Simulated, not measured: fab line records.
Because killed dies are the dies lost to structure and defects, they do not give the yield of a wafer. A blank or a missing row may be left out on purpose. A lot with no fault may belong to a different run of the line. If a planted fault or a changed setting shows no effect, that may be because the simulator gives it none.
A struck lot beside a sound one    flow sfq-line    19 steps out of a route of 325
Sound: these wafers, L129.1, L129.3, L129.4. Struck: wafer L134.3; the same lot's L134.2 was not struck, so it is left out; see the end for the cause.
Per side, at each step with rows, come the tool, then ch with its chambers, and then its first start. Under that, the readings that differ: sound wafers    struck wafers    difference of the means    sigmas: that difference in standard deviations of wafers without a fault.
alike: words and numbers the same on both sides, and readings whose means are apart by under 2 such deviations; not compared: readings that were withheld, readings missing a value for some wafer, numbers with overlapping values and no deviation given by the record, and bounds like >300 which may hide the same value.
A row with sigmas, a row that says differs or no value, or rows on one side alone: a step with any of these is where the two part. When numbers do not overlap yet have no deviation, they are printed without sigmas and do not part them. A reading that every wafer of one side lacks parts them only if that side has two wafers or more.

first, 2 steps without rows for these wafers: SFQ_TRILAYER_JJ_CE_LITHO_PEB_117 (peb time 60 s); SFQ_TRILAYER_JJ_CE_LITHO_DEVELOP_116 (time 60 s).
SFQ_JJ_OVL_MEAS_931:
  sound: overlay-01 at day 55 22:50; struck: overlay-01 at day 56 04:50
  alike: J5_OVL
SFQ_TRILAYER_JJ_CE_METRO_MEASURE_117:
  sound: cd-sem-01 at day 55 22:52; struck: cd-sem-02 at day 56 05:04
  alike: cd-nm
SFQ_TRILAYER_JJ_CE_BARC_OPEN_RIE_150: chemistry O2, target BARC, target depth 240 nm, time 80 s.
  sound on rie-metal-04 ch 0,1, day 56 00:04; struck on rie-metal-02 ch 0, day 56 06:04
  alike: chamber-pressure-mTorr, drypump-motor-current-A, oes-product-au
  not compared: rf-hours-counter-h
SFQ_TRILAYER_JJ_CE_ETCH_RIE_118: chemistry SF6, target Nb, stops on Al2O3, time 97.7 s, target depth 170 nm.
  sound on rie-metal-04 ch 0,1, day 56 00:10; struck on rie-metal-02 ch 0, day 56 06:10
  alike: chamber-pressure-mTorr, drypump-motor-current-A, oes-product-au
  not compared: rf-hours-counter-h
next, for these wafers, 1 step has no rows: SFQ_TRILAYER_JJ_ANODIZE_ANODIZE_119.
SFQ_TRILAYER_JJ_CE_STRIP_STRIP_120: strips in O2.
  sound on rie-metal-01 ch 0,1, day 56 00:46; struck on rie-metal-01 ch 0, day 56 06:46
  alike: chamber-pressure-mTorr, drypump-motor-current-A, oes-product-au, platen-temp-c
  not compared: rf-hours-counter-h
then, 4 steps without rows for these wafers: SFQ_TRILAYER_JJ_CE_STRIP_SOLV_CLEAN_121 (cleans in NMP, time 600 s); SFQ_TRILAYER_M5_LITHO_COAT_128 (resist thk 62 nm); SFQ_TRILAYER_M5_LITHO_COAT_123 (resist thk 600 nm); SFQ_TRILAYER_M5_LITHO_SOFTBAKE_127.
-- the record jumps here: 5 days lie between the struck wafers' starts before and after --
SFQ_TRILAYER_M5_LITHO_EXPOSE_124: exposes mask M5, target cd 700 nm.
  sound on krf-scanner-01 ch 0, day 60 13:45; struck on krf-scanner-01 ch 0, day 61 03:09
  alike: mask
then, 2 steps without rows for these wafers: SFQ_TRILAYER_M5_LITHO_PEB_126 (peb time 60 s); SFQ_TRILAYER_M5_LITHO_DEVELOP_125 (time 60 s).
SFQ_M5_OVL_MEAS_932:
  sound: overlay-01 at day 60 15:15; struck: overlay-01 at day 61 04:28
  alike: M5_OVL
SFQ_TRILAYER_M5_BARC_OPEN_METAL_ETCH_161: etches BARC in O2, target depth 125 nm, time 41.7 s.
  sound on rie-metal-03 ch 0,1, day 60 15:17; struck on rie-metal-02 ch 0, day 61 04:29
reading              sound              struck  difference  sigmas
model.M5.cd-nm (nm)  702.7 701.1 701.5  694     -8          
  alike: chamber-pressure-mTorr, drypump-motor-current-A, oes-product-au
  not compared: rf-hours-counter-h
SFQ_TRILAYER_M5_ETCH_METAL_ETCH_126: etches Nb in Cl2/BCl3, stops on SiO2, time 203.2 s, target depth 265 nm.
  sound on rie-metal-03 ch 0,1, day 60 15:20; struck on rie-metal-02 ch 0, day 61 04:32
reading              sound              struck  difference  sigmas
model.M5.cd-nm (nm)  702.5 700.6 701.4  693.3   -8.2        
  alike: chamber-pressure-mTorr, drypump-motor-current-A, oes-product-au
  not compared: rf-hours-counter-h
SFQ_TRILAYER_M5_STRIP_STRIP_127: strips in O2.
  sound on rie-metal-03 ch 0,1, day 60 15:32; struck on rie-metal-02 ch 0, day 61 04:44
  alike: chamber-pressure-mTorr, drypump-motor-current-A, oes-product-au, platen-temp-c
  not compared: rf-hours-counter-h

## WHERE THEY PART
Nowhere in this record.

WHY: the cause the simulator had injected
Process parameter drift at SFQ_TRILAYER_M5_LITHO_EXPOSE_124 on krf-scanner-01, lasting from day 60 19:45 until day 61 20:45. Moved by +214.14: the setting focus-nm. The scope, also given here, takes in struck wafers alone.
